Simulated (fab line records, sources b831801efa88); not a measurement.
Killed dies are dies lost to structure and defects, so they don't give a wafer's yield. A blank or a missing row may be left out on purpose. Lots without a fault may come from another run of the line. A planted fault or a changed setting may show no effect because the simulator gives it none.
fab line records | flow sky130
record lots=5 wafers=15 last_day=49
route steps=708 shown VT_ADJUST_LVTN@98 VT_ADJUST_NCORE@119 VT_ADJUST_HVTR@131 VT_ADJUST_PCH@153 SONOS_TUNNEL@166 PAD_OPEN@708
lots that met no fault: from a run of the same line without faults
start_h: hours from the record's first day to the start of the lot's first wafer shown | wait_h: hours since the lot's step before | " the same as in the row above | L1.1+2: a row that stands for several wafers | - no value, or no start given | * or withheld: withheld | < > ~ a bound
route shown NAME@n: a module of which the file shows steps, and the number in the route of the first | usual: mean/standard deviation of fault-free wafers | same: alike in all rows | chamber/n: place in a boat | sites: the reading at each site | _std_site: their standard deviation | _edge_site: outer sites' mean less inner sites' | radius_mm: how far each site lies from the wafer's centre | mask NAME#n: copy n | behind: the tool/chamber that last shaped the wafer | hold: why the lot was held/for how many hours/how that ended | device: the transistor (n, p or np) that didn't switch | end of line: the same wafers' tests at the end of the route | a step without rows: its recipe alone | killed: dies lost to structure and defects at the first sort, not the wafer's yield | map: a wafer's dies, x killed, . not, _ none there
set.NAME: the setting as run; set.NAME@STEP: as run at that earlier step | model.NAME: the simulator's own value behind a step, which no gauge read
lots at some steps of the route; a table a step, a row a wafer
services: from which hour (start_h, from the record's first day; less than 0 if before it) a tool's chamber was out of use, for how many hours, and why
## steps
# step SKY_VT_ADJUST_LVTN_HMDS_01
# recipe prime_time_s=60 prime_temp_c=120
# step SKY_VT_ADJUST_LVTN_COAT_02
# recipe spin_rpm=2000 resist_thk_nm=3000
# step SKY_VT_ADJUST_LVTN_SOFTBAKE_03
# recipe temp_c=110 time_s=withheld
# step SKY_VT_ADJUST_LVTN_EXPOSE_04
# recipe mask_id=NWM_COMPLEMENT_LESS_NATIVE na=0.6 source_shape=conventional sigma_outer=0.6 polarization=unpolarized target_cd_nm=840 dose_mj=194
# step SKY_VT_ADJUST_LVTN_PEB_05
# recipe temp_c=115 time_s=withheld
# step SKY_VT_ADJUST_LVTN_DEVELOP_06
# recipe wall_angle_deg=90 developer=TMAH develop_time_s=60 dev_temp_c=23
# step SKY_VT_ADJUST_LVTN_IMPLANT_08
# recipe species=B energy_kev=30 dose_cm2=1.57e+12 tilt_deg=withheld
# step SKY_VT_ADJUST_LVTN_STRIP_09
# recipe chemistry=O2/N2 power_w=1400 pressure_mtorr=1500 platen_temp_c=withheld o2_flow_sccm=3000 n2_flow_sccm=300 overash_fraction=0.5
# step SKY_VT_ADJUST_LVTN_DEHYDRATE_11
# recipe temp_c=200 time_s=60
# step SKY_VT_ADJUST_LVTN_HMDS_12
# recipe prime_time_s=60 prime_temp_c=120
# step SKY_VT_ADJUST_LVTN_COAT_13
# recipe resist=NOVOLAK spin_rpm=3000 resist_thk_nm=1140
# usual chill_plate_temp_C=22.98/0.11 dispense_pressure_kPa=50/5.3 spin_speed_rpm=2999.9/2
# columns lot.wafer tool chamber start_h wait_h chill_plate_temp_C dispense_pressure_kPa spin_speed_rpm
L915.4 litho_track-04 0 155.58 0.1 23.03 46 3003.3
L915.5 " 0 " " 22.97 46 2996.3
L915.6 " 0 " " 23.06 46 2998.2
L927.1 litho_track-03 - 236.98 0.1 - - -
L927.5 " - " " - - -
L927.6 " - " " - - -
L928.1 litho_track-01 - 242.67 0.1 - - -
L928.3 " - " " - - -
L928.6 " - " " - - -
L929.1 litho_track-04 - 253.81 0.1 - - -
L929.3 " - " " - - -
L929.4 " - " " - - -
L934.1 litho_track-01 0 288.16 0.1 22.91 57 3001.4
L934.2 " 0 " " 23.00 57 3000.3
L934.6 " 0 " " 22.89 57 2997.9
# step SKY_VT_ADJUST_LVTN_SOFTBAKE_14
# recipe temp_c=90 time_s=60 resist=NOVOLAK
# step SKY_VT_ADJUST_LVTN_EXPOSE_15
# recipe mask_id=HVN_STD_DERIVED na=0.6 source_shape=conventional sigma_outer=0.6 polarization=unpolarized target_cd_nm=600 dose_mj=163
# step SKY_VT_ADJUST_LVTN_PEB_16
# recipe temp_c=withheld time_s=* resist=NOVOLAK
# step SKY_VT_ADJUST_LVTN_DEVELOP_17
# recipe resist=NOVOLAK developer=TMAH develop_time_s=60 dev_temp_c=23
# step SKY_VT_ADJUST_LVTN_OVL_MEAS_18
# usual VT_ADJUST_LVTN_01_OVL=1.8/1.3
# columns lot.wafer tool chamber start_h wait_h VT_ADJUST_LVTN_01_OVL[nm]
L915.4 overlay-02 - 164.72 0.1 3.6
L915.5 " - " " 0.7
L915.6 " - " " 2.4
L927.1 overlay-02 - 248.47 0.1 -
L927.5 " - " " -
L927.6 " - " " -
L928.1 overlay-02 - 254.92 0.1 -
L928.3 " - " " -
L928.6 " - " " -
L929.1 overlay-01 - 266.57 0.1 -
L929.3 " - " " -
L929.4 " - " " -
L934.1 overlay-02 - 300.16 0.1 2.2
L934.2 " - " " -0.1
L934.6 " - " " 0.3
# step SKY_VT_ADJUST_LVTN_IMPLANT_19
# recipe species=B energy_kev=30 dose_cm2=6.5e+11 tilt_deg=withheld
# step SKY_VT_ADJUST_LVTN_STRIP_20
# recipe chemistry=O2/N2 power_w=1400 pressure_mtorr=1500 platen_temp_c=withheld o2_flow_sccm=3000 n2_flow_sccm=300 overash_fraction=0.5
# step SKY_VT_ADJUST_NCORE_DEHYDRATE_00
# recipe temp_c=200 time_s=60
# step SKY_VT_ADJUST_NCORE_HMDS_01
# recipe prime_time_s=60 prime_temp_c=120
# step SKY_VT_ADJUST_NCORE_COAT_02
# recipe resist=NOVOLAK spin_rpm=3000 resist_thk_nm=1140
# step SKY_VT_ADJUST_NCORE_SOFTBAKE_03
# recipe temp_c=90 time_s=60 resist=NOVOLAK
# step SKY_VT_ADJUST_NCORE_EXPOSE_04
# recipe mask_id=LVTN_COMPLEMENT_THIN na=0.6 source_shape=conventional sigma_outer=0.6 polarization=unpolarized target_cd_nm=380 dose_mj=139
# step SKY_VT_ADJUST_NCORE_PEB_05
# recipe temp_c=withheld time_s=* resist=NOVOLAK
# step SKY_VT_ADJUST_NCORE_DEVELOP_06
# recipe resist=NOVOLAK developer=TMAH develop_time_s=60 dev_temp_c=23
# step SKY_VT_ADJUST_NCORE_IMPLANT_09
# recipe species=B energy_kev=10 dose_cm2=2.4e+12 tilt_deg=withheld
# step SKY_VT_ADJUST_NCORE_STRIP_10
# recipe chemistry=O2/N2 power_w=1400 pressure_mtorr=1500 platen_temp_c=withheld o2_flow_sccm=3000 n2_flow_sccm=300 overash_fraction=0.5
# step SKY_VT_ADJUST_NCORE_TW_MEAS_11
# usual VT_ADJUST_NCORE_TW=219.8/0.97
# columns lot.wafer tool chamber start_h wait_h VT_ADJUST_NCORE_TW
L915.4 film_metro-01 - 186.32 0.1 217.4
L915.5 " - " " 218.2
L915.6 " - " " 218.9
L927.1 film_metro-03 - 274.04 0.1 252.0
L927.5 " - " " 251.8
L927.6 " - " " 251.3
L928.1 film_metro-01 - 279.52 0.1 251.1
L928.3 " - " " 250.2
L928.6 " - " " 251.1
L929.1 film_metro-01 - 290.94 0.1 249.6
L929.3 " - " " 250.5
L929.4 " - " " 250.4
L934.1 film_metro-04 - 325.94 0.1 219.1
L934.2 " - " " 218.4
L934.6 " - " " 219.8
# step SKY_VT_ADJUST_HVTR_DEHYDRATE_00
# recipe temp_c=200 time_s=60
# step SKY_VT_ADJUST_HVTR_HMDS_01
# recipe prime_time_s=60 prime_temp_c=120
# step SKY_VT_ADJUST_HVTR_COAT_02
# recipe resist=NOVOLAK spin_rpm=3000 resist_thk_nm=1140
# step SKY_VT_ADJUST_HVTR_SOFTBAKE_03
# recipe temp_c=90 time_s=60 resist=NOVOLAK
# step SKY_VT_ADJUST_HVTR_EXPOSE_04
# recipe mask_id=HVTRM target_cd_nm=380 na=0.6 source_shape=conventional sigma_outer=0.6 dose_mj=150
# step SKY_VT_ADJUST_HVTR_PEB_05
# recipe temp_c=withheld time_s=* resist=NOVOLAK
# step SKY_VT_ADJUST_HVTR_DEVELOP_06
# recipe develop_time_s=60 dev_temp_c=23
# step SKY_VT_ADJUST_HVTR_TW_MEAS_11
# usual VT_ADJUST_HVTR_TW=211.7/0.99
# columns lot.wafer tool chamber start_h wait_h VT_ADJUST_HVTR_TW
L915.4 film_metro-04 - 207.64 0.1 209.7
L915.5 " - " " 209.4
L915.6 " - " " 209.5
L927.1 film_metro-02 - 298.66 0.1 245.0
L927.5 " - " " 246.6
L927.6 " - " " 245.1
L928.1 film_metro-02 - 303.66 0.1 246.3
L928.3 " - " " 245.0
L928.6 " - " " 245.4
L929.1 film_metro-02 - 315.12 0.1 244.3
L929.3 " - " " 244.2
L929.4 " - " " 245.9
L934.1 film_metro-04 - 352.26 0.1 213.6
L934.2 " - " " 212.9
L934.6 " - " " 213.4
# step SKY_VT_ADJUST_PCH_TW_MEAS_10
# usual VT_ADJUST_PCH_TW=143.8/0.69
# columns lot.wafer tool chamber start_h wait_h VT_ADJUST_PCH_TW
L915.4 film_metro-04 - 230.17 0.1 143.5
L915.5 " - " " 143.4
L915.6 " - " " 143.4
L927.1 film_metro-02 - 323.89 0.1 205.4
L927.5 " - " " 205.6
L927.6 " - " " 205.3
L928.1 film_metro-02 - 329.94 0.1 205.1
L928.3 " - " " 205.7
L928.6 " - " " 204.7
L929.1 film_metro-02 - 340.64 0.1 207.1
L929.3 " - " " 206.2
L929.4 " - " " 206.5
L934.1 film_metro-03 - 379.49 0.1 144.1
L934.2 " - " " 143.8
L934.6 " - " " 144.2
# step SKY_SONOS_TUNNEL_TW_MEAS_12
# usual SONOS_TUNNEL_TW=198.4/0.96
# columns lot.wafer tool chamber start_h wait_h SONOS_TUNNEL_TW
L915.4 film_metro-02 - 254.12 0.0 198.5
L915.5 " - " " 199.4
L915.6 " - " " 198.0
L927.1 film_metro-03 - 349.72 0.0 235.4
L927.5 " - " " 236.6
L927.6 " - " " 235.4
L928.1 film_metro-02 - 355.95 0.0 235.5
L928.3 " - " " 236.9
L928.6 " - " " 236.4
L929.1 film_metro-03 - 366.64 0.0 237.7
L929.3 " - " " 236.7
L929.4 " - " " 235.9
L934.1 film_metro-02 - 408.46 0.0 198.6
L934.2 " - " " 197.8
L934.6 " - " " 198.1
# step SKY_PAD_OPEN_PROBE_99
# usual killed_at_M0_to_M3=42/6.4 killed_at_M4_up=3.2/1.9 killed_at_contacts=24/4.8 killed_at_front_end=16/4.4 killed_at_other=0.3/0.55 killed_dies=86/8.6 killed_on_rim=17/3.5 killed_open=46/6.6 killed_short=39/5.7
# same gross_dies=492 killed_at_back_side=0
# columns lot.wafer tool chamber start_h wait_h killed_at_M0_to_M3 killed_at_M4_up killed_at_contacts killed_at_front_end killed_at_other killed_dies killed_on_rim killed_open killed_short model.etest.nfet_16v.r_on_ohm_um model.etest.res_pwde_under_gate.rs_ohm_sq model.etest.pfet_g5v0d10v5.r_on_ohm_um model.etest.tip_p.rs_ohm_sq model.etest.tip_sonos.rs_ohm_sq model.etest.tip_p_5v.rs_ohm_sq model.etest.nfet_05v0_nvt.drive_ua_um model.etest.sonos_uncharged.r_on_ohm_um
L915.4 prober-02 - 1084.20 0.2 34 2 25 15 0 76 16 42 33 1.369e+04 6148 4767 7031 2661 2849 581.9 803.9
L915.5 prober-02 - 1084.25 0.2 41 5 17 17 0 80 19 37 43 1.371e+04 6164 4728 7000 2659 2858 584 789.8
L915.6 prober-02 - 1084.30 0.2 48 0 23 13 0 84 17 48 35 1.359e+04 6139 4807 6942 2594 2838 585.7 804.9
L928.1 prober-01 - 1153.92 0.1 47 5 25 415 0 492 96 56 32 1.551e+04 5642 4489 6623 2752 2826 533.7 875.7
L928.3 prober-01 - 1154.02 0.2 41 2 29 420 0 492 96 39 41 1.538e+04 5655 4460 6640 2705 2798 546.9 845.8
L928.6 prober-01 - 1154.17 0.2 36 3 32 421 0 492 96 49 37 1.539e+04 5656 4508 6602 2701 2820 545.5 849
L927.1 prober-02 - 1156.28 0.1 45 3 23 421 0 492 96 47 39 1.648e+04 5565 4440 6655 2735 2742 541.4 828.7
L927.5 prober-02 - 1156.48 0.2 55 3 32 401 1 492 96 59 45 1.67e+04 5606 4502 6725 2818 2721 531.2 830
L927.6 prober-02 - 1156.53 0.2 53 4 22 413 0 492 96 60 41 1.641e+04 5530 4474 6669 2804 2746 541.4 830.5
L929.1 prober-01 - 1161.31 0.1 37 4 17 433 1 492 96 32 36 1.616e+04 5627 4494 6675 2717 2800 530.2 843.8
L929.3 prober-01 - 1161.41 0.2 42 4 21 425 0 492 96 45 36 1.613e+04 5586 4606 6618 2739 2811 523.6 846.7
L929.4 prober-01 - 1161.46 0.2 54 6 24 408 0 492 96 51 44 1.63e+04 5624 4545 6658 2746 2807 525.3 839
L934.1 prober-01 - 1182.70 0.1 52 3 30 6 0 91 18 53 38 1.413e+04 6229 4652 6671 2534 2853 589.1 819
L934.2 prober-01 - 1182.75 0.1 36 5 28 16 1 86 18 44 42 1.412e+04 6154 4640 6691 2516 2813 596.6 792.7
L934.6 prober-01 - 1182.95 0.2 39 4 24 13 0 80 21 45 35 1.41e+04 6200 4676 6686 2570 2845 586.4 829
# killed by level:class
L915.4 LOCAL_INTERCONNECT:geometric_particle:short=8 POLY_GATE:geometric_particle:open=7 VIA2:geometric_particle:open=7 VIA3:geometric_particle:open=7 CONTACT:geometric_particle:open=6 METAL1:geometric_particle:short=6 VIA1:geometric_particle:open=5 POLY_GATE:geometric_particle:short=4
L915.5 METAL2:geometric_particle:short=8 VIA1:geometric_particle:open=6 FIELD_ISO:geometric_particle:short=5 CONTACT:geometric_particle:open=5 METAL1:geometric_particle:short=5 VIA2:geometric_particle:open=5 POLY_GATE:geometric_particle:open=4 LOCAL_INTERCONNECT:geometric_particle:short=4
L915.6 LOCAL_INTERCONNECT:geometric_particle:short=8 METAL1:geometric_particle:short=8 VIA1:geometric_particle:open=8 VIA3:geometric_particle:open=8 VIA2:geometric_particle:open=7 LI_CONTACT:geometric_particle:open=5 METAL1:geometric_particle:open=5 CONTACT:geometric_particle:short=4
L928.1 VT_ADJUST_LVTN:area_expose=404 VIA1:geometric_particle:open=16 LI_CONTACT:geometric_particle:open=9 VIA2:geometric_particle:open=8 CONTACT:geometric_particle:open=7 VIA1:geometric_particle:short=6 VIA3:geometric_particle:open=6 CONTACT:geometric_particle:short=5
L928.3 VT_ADJUST_LVTN:area_expose=412 LI_CONTACT:geometric_particle:open=9 VIA2:geometric_particle:open=8 VIA1:geometric_particle:short=6 METAL1:geometric_particle:short=6 VIA1:geometric_particle:open=6 LOCAL_INTERCONNECT:geometric_particle:short=5 CONTACT:geometric_particle:open=5
L928.6 VT_ADJUST_LVTN:area_expose=406 CONTACT:geometric_particle:open=12 CONTACT:geometric_particle:short=9 VIA1:geometric_particle:open=9 LI_CONTACT:geometric_particle:open=8 VIA2:geometric_particle:open=6 VIA3:geometric_particle:short=5 VIA2:geometric_particle:short=4
L927.1 VT_ADJUST_LVTN:area_expose=406 VIA1:geometric_particle:open=10 VIA2:geometric_particle:open=8 LI_CONTACT:geometric_particle:open=8 VIA3:geometric_particle:open=7 FIELD_ISO:geometric_particle:short=6 CONTACT:geometric_particle:open=6 METAL3:geometric_particle:short=6
L927.5 VT_ADJUST_LVTN:area_expose=386 CONTACT:geometric_particle:open=17 VIA1:geometric_particle:open=12 METAL1:geometric_particle:short=9 FIELD_ISO:geometric_particle:open=6 LI_CONTACT:geometric_particle:open=6 VIA2:geometric_particle:open=6 VIA3:geometric_particle:open=6
L927.6 VT_ADJUST_LVTN:area_expose=391 VIA1:geometric_particle:open=15 FIELD_ISO:geometric_particle:short=8 LI_CONTACT:geometric_particle:open=8 CONTACT:geometric_particle:open=8 VIA3:geometric_particle:open=8 FIELD_ISO:geometric_particle:open=6 POLY_GATE:geometric_particle:short=6
L929.1 VT_ADJUST_LVTN:area_expose=423 VIA1:geometric_particle:open=9 CONTACT:geometric_particle:open=8 METAL1:geometric_particle:short=6 VIA1:geometric_particle:short=5 FIELD_ISO:geometric_particle:short=4 LOCAL_INTERCONNECT:geometric_particle:short=4 METAL2:geometric_particle:short=4
L929.3 VT_ADJUST_LVTN:area_expose=410 CONTACT:geometric_particle:open=13 VIA1:geometric_particle:open=10 VIA2:geometric_particle:open=7 VIA3:geometric_particle:open=6 FIELD_ISO:geometric_particle:short=4 VIA1:geometric_particle:short=4 METAL2:geometric_particle:short=4
L929.4 VT_ADJUST_LVTN:area_expose=397 VIA1:geometric_particle:open=11 VIA1:geometric_particle:short=8 VIA3:geometric_particle:open=8 LI_CONTACT:geometric_particle:open=5 CONTACT:geometric_particle:open=5 CONTACT:geometric_particle:short=5 POLY_GATE:geometric_particle:open=4
L934.1 VIA1:geometric_particle:open=16 CONTACT:geometric_particle:open=12 CONTACT:geometric_particle:short=9 VIA2:geometric_particle:open=6 VIA3:geometric_particle:open=5 LI_CONTACT:geometric_particle:open=5 METAL2:geometric_particle:short=4 VIA1:geometric_particle:short=4
L934.2 VIA1:geometric_particle:open=11 LI_CONTACT:geometric_particle:open=7 CONTACT:geometric_particle:short=7 LOCAL_INTERCONNECT:geometric_particle:short=6 CONTACT:geometric_particle:open=6 FIELD_ISO:geometric_particle:open=5 VIA1:geometric_particle:short=5 VIA3:geometric_particle:open=5
L934.6 VIA1:geometric_particle:open=12 LOCAL_INTERCONNECT:geometric_particle:short=6 LI_CONTACT:geometric_particle:short=5 VIA3:geometric_particle:open=5 VIA2:geometric_particle:open=5 FIELD_ISO:geometric_particle:open=4 POLY_GATE:geometric_particle:open=4 CONTACT:geometric_particle:short=4
# map L927.1 (x killed, . not)
__________xxxxxxxxxx_________
________xxxxxxxxxxxxxx_______
______xxxxxxxxxxxxxxxxxx_____
_____xxxxxxxxxxxxxxxxxxxx____
____xxxxxxxxxxxxxxxxxxxxxx___
___xxxxxxxxxxxxxxxxxxxxxxxx__
__xxxxxxxxxxxxxxxxxxxxxxxxxx_
_xxxxxxxxxxxxxxxxxxxxxxxxxxxx
_xxxxxxxxxxxxxxxxxxxxxxxxxxxx
_xxxxxxxxxxxxxxxxxxxxxxxxxxxx
_xxxxxxxxxxxxxxxxxxxxxxxxxxxx
_xxxxxxxxxxxxxxxxxxxxxxxxxxxx
_xxxxxxxxxxxxxxxxxxxxxxxxxxxx
_xxxxxxxxxxxxxxxxxxxxxxxxxxxx
_xxxxxxxxxxxxxxxxxxxxxxxxxxxx
__xxxxxxxxxxxxxxxxxxxxxxxxxx_
___xxxxxxxxxxxxxxxxxxxxxxxx__
____xxxxxxxxxxxxxxxxxxxxxx___
_____xxxxxxxxxxxxxxxxxxxx____
______xxxxxxxxxxxxxxxxxx_____
________xxxxxxxxxxxxxx_______
__________xxxxxxxxxx_________
# map L928.1 (x killed, . not)
__________xxxxxxxxxx_________
________xxxxxxxxxxxxxx_______
______xxxxxxxxxxxxxxxxxx_____
_____xxxxxxxxxxxxxxxxxxxx____
____xxxxxxxxxxxxxxxxxxxxxx___
___xxxxxxxxxxxxxxxxxxxxxxxx__
__xxxxxxxxxxxxxxxxxxxxxxxxxx_
_xxxxxxxxxxxxxxxxxxxxxxxxxxxx
_xxxxxxxxxxxxxxxxxxxxxxxxxxxx
_xxxxxxxxxxxxxxxxxxxxxxxxxxxx
_xxxxxxxxxxxxxxxxxxxxxxxxxxxx
_xxxxxxxxxxxxxxxxxxxxxxxxxxxx
_xxxxxxxxxxxxxxxxxxxxxxxxxxxx
_xxxxxxxxxxxxxxxxxxxxxxxxxxxx
_xxxxxxxxxxxxxxxxxxxxxxxxxxxx
__xxxxxxxxxxxxxxxxxxxxxxxxxx_
___xxxxxxxxxxxxxxxxxxxxxxxx__
____xxxxxxxxxxxxxxxxxxxxxx___
_____xxxxxxxxxxxxxxxxxxxx____
______xxxxxxxxxxxxxxxxxx_____
________xxxxxxxxxxxxxx_______
__________xxxxxxxxxx_________
## services
# columns tool chamber start_h hours kind
litho_track-01 - 223.63 - consumable_replace:filter
## key
first_sign step=SKY_VT_ADJUST_LVTN_COAT_13 reading=tool_record direction=missing
effect step=SKY_VT_ADJUST_LVTN_OVL_MEAS_18 reading=VT_ADJUST_LVTN_01_OVL direction=missing
effect step=SKY_VT_ADJUST_NCORE_TW_MEAS_11 reading=VT_ADJUST_NCORE_TW direction=up sigmas=32 usual=219.8 struck=250.9
effect step=SKY_VT_ADJUST_HVTR_TW_MEAS_11 reading=VT_ADJUST_HVTR_TW direction=up sigmas=34 usual=211.7 struck=245.3
effect step=SKY_VT_ADJUST_PCH_TW_MEAS_10 reading=VT_ADJUST_PCH_TW direction=up sigmas=90 usual=143.8 struck=205.7
effect step=SKY_SONOS_TUNNEL_TW_MEAS_12 reading=SONOS_TUNNEL_TW direction=up sigmas=39 usual=198.4 struck=236.3
effect step=SKY_PAD_OPEN_PROBE_99 reading=killed_at_front_end direction=up sigmas=92 usual=16 struck=417
model_effect step=SKY_PAD_OPEN_PROBE_99 value=etest.nfet_16v.r_on_ohm_um without=1.418e+04 struck=1.605e+04
more_kills_born_at SKY_VT_ADJUST_LVTN_EXPOSE_15@iline_stepper-01=2452 SKY_VT_ADJUST_LVTN_EXPOSE_15@iline_stepper-02=1183
met_at SKY_VT_ADJUST_LVTN_COAT_13
struck_wafers L927.1,L927.5,L927.6,L928.1,L928.3,L928.6,L929.1,L929.3,L929.4
tester_left_out L927,L928,L929
onset_between 155.58 236.98
fault kind=skipped_step_whole tool=litho_track-01,litho_track-03,litho_track-04 chamber=- onset_h=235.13 steps=SKY_VT_ADJUST_LVTN_COAT_13 scope=struck_lots_only
# tester_left_out: of these lots the tester's yield and bins aren't shown, on N5 and GAA mostly nor the transistor test; their killed dies are dies lost to structure and defects alone, not to doping, threshold or leakage, so they don't give the yield
